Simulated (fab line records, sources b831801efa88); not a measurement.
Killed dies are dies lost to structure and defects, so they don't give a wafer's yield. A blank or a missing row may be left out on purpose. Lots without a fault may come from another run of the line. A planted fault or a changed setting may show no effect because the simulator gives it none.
Problem report in the 8D (eight disciplines) form, filled by code | flow sky130 | the parts of the form that need people (team, actions taken, sign-off) are left out

1. THE PROBLEM
run_length_s at SKY_SD_N_CLEAN_13 reads a mean of 98 s on 6 wafers of 2 lots; wafers without a fault read 177 s with a standard deviation of 3.4. That is -23 standard deviations from the usual mean.
The step: cleans in SC1/SC2, time 150 s.
First seen on wafer L790.1, day 31 09:26, on wet_bench-01. The record holds 18 wafers of 6 lots with a number at this step. Rule for "out", or "out of limits": more than 4 standard deviations from the usual mean. The other wafers with a number count as sound.

2. WHAT IT IS AND WHAT IT IS NOT
question                    | is                     | is not
which readings at this step | run_length_s           | temp_c
which lots                  | L790, L791             | L780, L781, L799, L803
which wafers of those lots  | all that have a number | -
read on which tools         | wet_bench-01           | wet_bench-03, wet_bench-04
when                        | from day 31 09:26      | up to then (6 sound wafers); but 6 sound wafers of L799, L803 came after

3. SUSPECTS, AND WHAT RULES EACH OUT
Counting: a tool at a process step up to the reading stays a suspect if it ran every lot that is out and no sound lot after the first of them.
- plasma_asher-01 at SKY_SD_N_STRIP_11 (strips in O2/N2): ruled out as a lasting fault. Sound lots L799, L803 ran on it after its first lot that is out, L790 (day 31 09:17).
- wet_bench-01 at SKY_SD_N_CLEAN_13 (cleans in SC1/SC2, time 150 s): ruled out as a lasting fault. Sound lots L803 ran on it after its first lot that is out, L790 (day 31 09:26).
Left after counting: nothing in the record.

4. THE CAUSE (what the simulator had put in)
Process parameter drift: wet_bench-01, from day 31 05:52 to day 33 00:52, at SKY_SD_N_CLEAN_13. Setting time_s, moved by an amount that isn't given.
Counting ruled it out, wrongly.

5. THE CHAIN OF EFFECTS, in route order
Each row: a reading whose mean over the struck wafers that have a number lies more than 3 standard deviations from the usual. Only readings for which the record gives a usual standard deviation are gone through. hours: the time from each lot's start at the first step in this table that gives one to its start at this step, as a median over the lots. sigmas: the change in usual standard deviations.
hours | step              | reading      | usual | on struck wafers | change | sigmas
0     | SKY_SD_N_CLEAN_13 | run_length_s | 177 s | 98               | -79    | -23
The process steps in it:
- SKY_SD_N_CLEAN_13: cleans in SC1/SC2, time 150 s.

6. WHAT WOULD HAVE CAUGHT IT SOONER
In this record the first reading out of limits was taken at day 31 09:26, 4 hours after the fault began at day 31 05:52.
